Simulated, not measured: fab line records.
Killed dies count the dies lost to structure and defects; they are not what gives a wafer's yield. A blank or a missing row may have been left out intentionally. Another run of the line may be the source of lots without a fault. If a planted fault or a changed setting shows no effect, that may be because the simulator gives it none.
Which tool was responsible? | flow gf180mcu | 6 lots, 18 wafers sampled, at 2 steps of a route of 602

## WHAT EACH GAUGE READ, for each wafer
GF_POLY_GATE_THK_MEAS_01.
lot  | measured     | on            | POLY_GATE_CVD_00_THK (nm)
L204 | day 9 00:14  | film metro-03 | 198.9 198.3 199.1
L207 | day 9 23:36  | film metro-02 | 200.0 200.6 198.8
L210 | day 10 19:09 | film metro-04 | 202.4 202.6 203.3
L219 | day 13 11:24 | film metro-02 | 201.0 200.1 199.4
L222 | day 14 07:38 | film metro-04 | 202.3 202.1 201.5
L224 | day 14 23:11 | film metro-02 | 200.7 201.0 200.9

## WHAT TOOL EACH LOT RAN ON (gives the tool, then ch and the chambers of the sampled wafers, and finally the start)
lot  | GF_POLY_GATE_CVD_00
L204 | lpcvd-02 ch 1, day 8 22:54
L207 | lpcvd-02 ch 1, day 9 21:35
L210 | lpcvd-01 ch 1, day 10 17:47
L219 | lpcvd-01 ch 0, day 13 10:04
L222 | lpcvd-01 ch 1, day 14 06:17
L224 | lpcvd-02 ch 0, day 14 21:50
- GF_POLY_GATE_CVD_00: deposits poly-Si, target thk 200 nm, time 1200 s.

## THE ANSWER, worked out from the rows above alone
Rule: what is usual is taken from the lots themselves. Put in order of their means at a reading, lots are off if they are a third of the lots or fewer, leave a main group of 4 or more, and stand apart from it by a gap of 3 or more times the standard deviation of the main group's means; of several such gaps the widest counts. A main group is skipped when, at the precision printed for the reading in the tables above, its means are all equal. A lot without any number at a reading at which 4 lots or more have one is off too. Any other lot the step has rows for is counted as sound.
No lot is off on any of the readings shown, so nothing can be concluded from this.

## WHAT THE SIMULATOR PUT IN
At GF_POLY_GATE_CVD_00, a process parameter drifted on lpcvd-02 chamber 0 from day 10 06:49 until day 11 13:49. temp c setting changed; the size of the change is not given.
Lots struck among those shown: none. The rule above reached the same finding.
